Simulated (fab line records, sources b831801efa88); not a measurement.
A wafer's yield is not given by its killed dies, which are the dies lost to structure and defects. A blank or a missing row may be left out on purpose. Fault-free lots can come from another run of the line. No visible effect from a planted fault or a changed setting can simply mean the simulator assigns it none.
fab line records	flow gf180mcu
[record] lots = 13	wafers = 39	lastDay = 34
route steps=602 shown VT_IMPLANT@109 M2@367 V2@384
lots that met no fault: taken from a fault-free run of the same line
startH: the number of hours between the record's first day and the start of the first shown wafer of the lot	waitH: time in hours since the lot's previous step	" as in the row above	L1.1+2: several wafers, shown together as one row	- value missing, or start not given	* or withheld: withheld	< > ~ a bound
route shown NAME@n: a module of which the file shows steps, and the number in the route of the first	usual: mean/standard deviation of fault-free wafers	same: alike in all rows	chamber/n: place in a boat	sites: readings site by site	_std_site: standard deviation of those values	_edge_site: inner sites' mean taken away from outer sites' mean	radiusMm: for every site, how far away it sits from the centre of the wafer	mask NAME#n: copy n	behind: the tool/chamber that last shaped the wafer	hold: why the lot went on hold/how many hours it stayed there/how the hold came to an end	device: the n, p or np transistor that did not switch	end of line: the same wafers' tests at the end of the route	a step without rows: its recipe alone	killed: the dies lost at the first sort to structure and to defects; this is not the yield of the wafer	map: shows each die of a wafer: x if killed, . if not, _ if none is there
set.NAME: the run value of the setting; set.NAME@STEP: its run value at that earlier step	model.NAME: the simulator's own value behind a step, which no gauge read
steps of the route over a sample of lots; a table a step, a row a wafer
services: the hour from which a tool's chamber was out of use, counted from the record's first day as startH (under 0 if before that day), plus the number of hours and why
[[steps]]
[step GF_VT_IMPLANT_IMPLANT_19]
[recipe] species = As	energyKev = 100	doseCm2 = 4.35e+12	tiltDeg = 7
[usual] doseIonsCm2 = 4.349e+12/4.7e+09	faradayCurrentUA = 24.5/0.51
[same] implantIonAmu = 75
lot.wafer	tool	chamber	startH	waitH	doseIonsCm2	faradayCurrentUA
L741.1	implanter-03	0	131.74	0.0	4.355e+12	23.5
L741.2	"	0	"	"	4.35e+12	25.0
L741.3	"	0	"	"	4.35e+12	24.1
L744.1	implanter-03	0	150.93	0.0	4.344e+12	24.0
L744.2	"	0	"	"	4.338e+12	24.6
L744.5	"	0	"	"	4.348e+12	24.8
L745.1	implanter-03	0	157.09	0.0	3.963e+12	22.1
L745.3	"	0	"	"	3.961e+12	22.4
L745.5	"	0	"	"	3.959e+12	22.0
L746.2	implanter-04	0	163.66	0.0	4.35e+12	24.4
L746.4	"	0	"	"	4.345e+12	24.3
L746.5	"	0	"	"	4.347e+12	24.3
L747.1	implanter-03	0	172.99	0.0	3.954e+12	21.9
L747.2	"	0	"	"	3.955e+12	22.2
L747.6	"	0	"	"	3.956e+12	23.7
L751.1	implanter-01	0	194.59	0.0	4.336e+12	24.7
L751.3	"	0	"	"	4.35e+12	24.0
L751.6	"	0	"	"	4.348e+12	24.6
L752.1	implanter-04	0	202.03	0.0	4.348e+12	25.0
L752.4	"	0	"	"	4.354e+12	24.7
L752.5	"	0	"	"	4.356e+12	23.6
L756.3	implanter-03	0	227.74	0.1	4.347e+12	24.3
L756.5	"	0	"	"	4.348e+12	24.3
L756.6	"	0	"	"	4.352e+12	25.2
L757.1	implanter-01	0	233.43	0.0	4.344e+12	24.8
L757.2	"	0	"	"	4.35e+12	24.3
L757.3	"	0	"	"	4.345e+12	23.5
L758.1	implanter-01	0	244.59	0.0	4.358e+12	23.8
L758.3	"	0	"	"	4.359e+12	24.7
L758.5	"	0	"	"	4.351e+12	23.8
L760.2	implanter-03	0	250.21	0.0	4.35e+12	24.1
L760.4	"	0	"	"	4.356e+12	24.3
L760.5	"	0	"	"	4.355e+12	24.4
L761.2	implanter-03	0	256.41	0.0	4.348e+12	25.5
L761.3	"	0	"	"	4.347e+12	24.6
L761.5	"	0	"	"	4.345e+12	24.3
L763.1	implanter-04	0	274.88	0.0	4.355e+12	24.0
L763.3	"	0	"	"	4.354e+12	23.7
L763.4	"	0	"	"	4.356e+12	24.9
[step GF_VT_IMPLANT_TW_MEAS_21]
[usual] VT_IMPLANT_2_TW = 1212/14
lot.wafer	tool	chamber	startH	waitH	VT_IMPLANT_2_TW
L741.1	filmMetro-02	-	131.99	0.1	1203
L741.2	"	-	"	"	1196
L741.3	"	-	"	"	1196
L744.1	filmMetro-03	-	151.18	0.1	1225
L744.2	"	-	"	"	1225
L744.5	"	-	"	"	1230
L745.1	filmMetro-02	-	157.34	0.1	1163
L745.3	"	-	"	"	1165
L745.5	"	-	"	"	1165
L746.2	filmMetro-04	-	163.90	0.1	1222
L746.4	"	-	"	"	1218
L746.5	"	-	"	"	1224
L747.1	filmMetro-03	-	173.24	0.1	1183
L747.2	"	-	"	"	1184
L747.6	"	-	"	"	1193
L751.1	filmMetro-02	-	194.84	0.1	1200
L751.3	"	-	"	"	1201
L751.6	"	-	"	"	1196
L752.1	filmMetro-02	-	202.28	0.1	1201
L752.4	"	-	"	"	1195
L752.5	"	-	"	"	1196
L756.3	filmMetro-02	-	227.96	0.1	1193
L756.5	"	-	"	"	1190
L756.6	"	-	"	"	1191
L757.1	filmMetro-03	-	233.68	0.1	1216
L757.2	"	-	"	"	1220
L757.3	"	-	"	"	1213
L758.1	filmMetro-04	-	244.84	0.1	1225
L758.3	"	-	"	"	1224
L758.5	"	-	"	"	1221
L760.2	filmMetro-02	-	250.45	0.1	1195
L760.4	"	-	"	"	1190
L760.5	"	-	"	"	1192
L761.2	filmMetro-03	-	256.64	0.1	1214
L761.3	"	-	"	"	1220
L761.5	"	-	"	"	1219
L763.1	filmMetro-04	-	275.13	0.1	1232
L763.3	"	-	"	"	1229
L763.4	"	-	"	"	1228
[step GF_M2_RS_MEAS_05]
[recipe] thkMeasGauge = four-point-probe	reads = TiN_of_M2_SPUTTER_04+Ti_of_M2_SPUTTER_03+AlCu_of_M2_SPUTTER_02+TiN_of_M2_SPUTTER_01+Ti_of_M2_SPUTTER_00
[usual] M2_ALCU_RS = 0.0697/0.00075
lot.wafer	tool	chamber	startH	waitH	M2_ALCU_RS[ohm/sq]
L741.1	filmMetro-04	-	418.74	0.0	0.0707
L741.2	"	-	"	"	0.0700
L741.3	"	-	"	"	0.0712
L744.1	filmMetro-04	-	449.16	0.0	0.0698
L744.2	"	-	"	"	0.0706
L744.5	"	-	"	"	0.0702
L745.1	filmMetro-01	-	467.08	0.0	0.0685
L745.3	"	-	"	"	0.0698
L745.5	"	-	"	"	0.0683
L746.2	filmMetro-03	-	469.68	0.0	0.0700
L746.4	"	-	"	"	0.0709
L746.5	"	-	"	"	0.0699
L747.1	filmMetro-03	-	477.25	0.0	0.0703
L747.2	"	-	"	"	0.0718
L747.6	"	-	"	"	0.0702
L751.1	filmMetro-04	-	511.06	0.0	0.0703
L751.3	"	-	"	"	0.0694
L751.6	"	-	"	"	0.0694
L752.1	filmMetro-03	-	516.70	0.0	0.0705
L752.4	"	-	"	"	0.0704
L752.5	"	-	"	"	0.0701
L756.3	filmMetro-04	-	551.22	0.1	0.0693
L756.5	"	-	"	"	0.0695
L756.6	"	-	"	"	0.0702
L757.1	filmMetro-03	-	561.77	0.0	0.0694
L757.2	"	-	"	"	0.0699
L757.3	"	-	"	"	0.0704
L758.1	filmMetro-03	-	576.65	0.0	0.0705
L758.3	"	-	"	"	0.0703
L758.5	"	-	"	"	0.0703
L760.2	filmMetro-04	-	588.97	0.0	0.0690
L760.4	"	-	"	"	0.0700
L760.5	"	-	"	"	0.0693
L761.2	filmMetro-03	-	592.59	0.0	0.0687
L761.3	"	-	"	"	0.0694
L761.5	"	-	"	"	0.0702
L763.1	filmMetro-03	-	607.86	0.0	0.0704
L763.3	"	-	"	"	0.0693
L763.4	"	-	"	"	0.0693
[step GF_V2_CVD_02]
[recipe] material = SiO2	targetThkNm = 850	precursor = TEOS	tempC = 400	timeS = 94.851	rfW = 600
[usual] heaterPowerW = 649/100
lot.wafer	tool	chamber	startH	waitH	heaterPowerW	sinceWetCleanH
L741.1	pecvd-04	0	443.34	0.1	585	477
L741.2	"	2	"	"	684	477
L741.3	"	1	"	"	831	477
L744.1	pecvd-03	2	473.50	0.1	697	91
L744.2	"	0	"	"	489	91
L744.5	"	2	"	"	529	-
L745.1	pecvd-02	1	492.09	0.1	598	317
L745.3	"	0	"	"	603	317
L745.5	"	1	"	"	648	-
L746.2	pecvd-02	0	498.72	0.0	692	324
L746.4	"	0	"	"	737	-
L746.5	"	1	"	"	575	-
L747.1	pecvd-02	0	502.09	0.1	670	327
L747.2	"	2	"	"	612	327
L747.6	"	2	"	"	492	-
L751.1	pecvd-02	2	534.74	0.1	540	360
L751.3	"	0	"	"	743	360
L751.6	"	2	"	"	591	-
L752.1	pecvd-03	2	540.37	0.1	696	158
L752.4	"	0	"	"	509	-
L752.5	"	1	"	"	772	-
L756.3	pecvd-04	0	573.75	0.0	553	607
L756.5	"	0	"	"	603	-
L756.6	"	1	"	"	800	-
L757.1	pecvd-02	1	584.11	0.1	714	410
L757.2	"	0	"	"	678	410
L757.3	"	2	"	"	497	410
L758.1	pecvd-03	0	598.65	0.1	505	216
L758.3	"	2	"	"	658	216
L758.5	"	0	"	"	530	-
L760.2	pecvd-03	1	611.33	0.0	788	228
L760.4	"	1	"	"	645	-
L760.5	"	0	"	"	510	-
L761.2	pecvd-03	0	614.21	0.0	527	231
L761.3	"	2	"	"	695	231
L761.5	"	0	"	"	525	-
L763.1	pecvd-04	0	629.45	0.1	562	663
L763.3	"	0	"	"	598	-
L763.4	"	1	"	"	797	-
[step GF_V2_CD_MEAS_14]
[recipe] targetCdNm = 260
[usual] cdNm = 259.9/1.3
lot.wafer	tool	chamber	startH	waitH	cdNm
L741.1	cdSem-02	-	467.84	0.1	259.0
L741.2	"	-	"	"	258.4
L741.3	"	-	"	"	258.1
L744.1	cdSem-01	-	497.60	0.1	259.8
L744.2	"	-	"	"	259.1
L744.5	"	-	"	"	261.0
L745.1	cdSem-01	-	515.45	0.1	260.3
L745.3	"	-	"	"	261.0
L745.5	"	-	"	"	260.9
L746.2	cdSem-01	-	522.12	0.1	260.1
L746.4	"	-	"	"	258.7
L746.5	"	-	"	"	258.7
L747.1	cdSem-01	-	525.56	0.1	259.8
L747.2	"	-	"	"	259.5
L747.6	"	-	"	"	261.2
L751.1	cdSem-01	-	557.65	0.1	261.9
L751.3	"	-	"	"	261.8
L751.6	"	-	"	"	260.8
L752.1	cdSem-02	-	562.95	0.1	259.5
L752.4	"	-	"	"	259.5
L752.5	"	-	"	"	260.3
L756.3	cdSem-02	-	595.24	0.1	259.0
L756.5	"	-	"	"	257.8
L756.6	"	-	"	"	258.4
L757.1	cdSem-01	-	605.55	0.1	262.0
L757.2	"	-	"	"	260.6
L757.3	"	-	"	"	260.5
L758.1	cdSem-02	-	619.80	0.1	259.7
L758.3	"	-	"	"	259.2
L758.5	"	-	"	"	259.2
L760.2	cdSem-02	-	632.23	0.1	260.7
L760.4	"	-	"	"	260.3
L760.5	"	-	"	"	260.2
L761.2	cdSem-02	-	635.21	0.1	258.4
L761.3	"	-	"	"	259.9
L761.5	"	-	"	"	259.0
L763.1	cdSem-02	-	649.94	0.1	261.0
L763.3	"	-	"	"	259.9
L763.4	"	-	"	"	259.0
[[services]]
tool	chamber	startH	hours	kind
implanter-04	-	130.18	3.8	repair
pecvd-04	-	154.51	0.8	repair
pecvd-04	-	157.71	1.5	repair
pecvd-02	-	160.62	14.0	pm
implanter-01	-	166.10	5.1	pm
pecvd-03	-	168.80	6.0	pm
implanter-03	-	207.21	2.0	pm
pecvd-02	-	257.22	0.3	repair
pecvd-02	0	262.53	10.1	repair
implanter-03	-	332.23	4.8	repair
pecvd-03	-	335.69	14.6	pm
pecvd-02	0	336.44	3.6	repair
pecvd-03	-	368.88	14.0	pm
implanter-03	-	400.99	3.4	repair
pecvd-02	-	405.19	1.0	repair
pecvd-02	-	414.06	1.0	repair
implanter-03	-	416.39	7.5	repair
pecvd-02	1	478.63	4.9	repair
pecvd-02	-	504.07	5.5	pm
implanter-03	-	530.13	4.3	pm
pecvd-03	-	557.12	3.4	repair
pecvd-03	2	579.04	12.5	repair
pecvd-03	-	596.76	1.0	repair
pecvd-02	2	621.48	19.0	repair
[[key]]
[firstSign] step = GF_VT_IMPLANT_IMPLANT_19	reading = doseIonsCm2	direction = down	sigmas = 84	usual = 4.349e+12	struck = 3.958e+12
[effect] step = GF_VT_IMPLANT_IMPLANT_19	reading = faradayCurrentUA	direction = down	sigmas = 4.2	usual = 24.5	struck = 22.4
[effect] step = GF_VT_IMPLANT_TW_MEAS_21	reading = VT_IMPLANT_2_TW	direction = down	sigmas = 2.5	usual = 1212	struck = 1176
metAt GF_VT_IMPLANT_IMPLANT_19
struckLots L745,L747
testerLeftOut L745,L747
notActingAt GF_M2_RS_MEAS_05,GF_V2_CVD_02,GF_V2_CD_MEAS_14
onsetBetween 150.93 157.09
[fault] kind = processParameterDrift	tool = implanter-03	chamber = -	onsetH = 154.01	steps = GF_VT_IMPLANT_IMPLANT_19	channel = doseCm2	offset = -3.8878e+11	shape = step	endH = 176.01	actsIn = theseRecipesOnly	stated = 4.35e+12
// testerLeftOut: of these lots the tester's yield and bins aren't shown, on N5 and GAA mostly nor the transistor test; their killed dies are dies lost to structure and defects alone, not to doping, threshold or leakage, so they don't give the yield
